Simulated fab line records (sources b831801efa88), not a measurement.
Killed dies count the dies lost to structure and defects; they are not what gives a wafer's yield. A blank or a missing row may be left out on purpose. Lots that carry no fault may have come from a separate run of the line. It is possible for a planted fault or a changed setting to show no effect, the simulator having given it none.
Matching of chambers	flow sky130	SKY_FIELD_ISO_WET_ETCH_30 on wet bench-01 has 4 sister chambers
The step etches SiO2 in dHF, target depth 25 nm, time 50 s. 4 wafers are shown with their chamber, then 8 later ones without.

== EACH WAFER AND ITS CHAMBER ==
wafer	chamber	run length s (s)
L168.5	2	80.6
L183.4	1	78.4
L182.4	0	76.9
L185.2	3	82.7

== WAFERS WITH NO CHAMBER GIVEN ==
wafer	run length s (s)
L185.3	82.7
L185.6	82.7
L186.3	76.6
L186.4	76.6
L186.5	76.6
L187.1	75.3
L187.2	75.3
L187.5	75.3

== THE CHAMBER EACH PASSED THROUGH ==
wafer	from the rows above	in truth
L185.3	3	3
L185.6	3	3
L186.3	can't be placed: 0 or 1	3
L186.4	can't be placed: 0 or 1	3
L186.5	can't be placed: 0 or 1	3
L187.1	can't be placed: 0 or 1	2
L187.2	can't be placed: 0 or 1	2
L187.5	can't be placed: 0 or 1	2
Correctly placed: 2 of 8. Unplaceable from these rows: 6, with the true chamber sitting among the candidates in 0. Placed wrongly: 0.
How it was worked out, from the rows above alone: a wafer's distance from a chamber is the root of the sum, over the readings, of the square of ((its reading less the chamber's mean) divided by the reading's scatter). The wafer belongs to the nearest chamber; if the next one is less than 2 further off, it can't be placed. For every chamber, the mean is computed from those of its wafers that are shown. The scatter: root of mean squared gap, hidden wafer to nearest shown wafer, with one shown wafer a chamber.
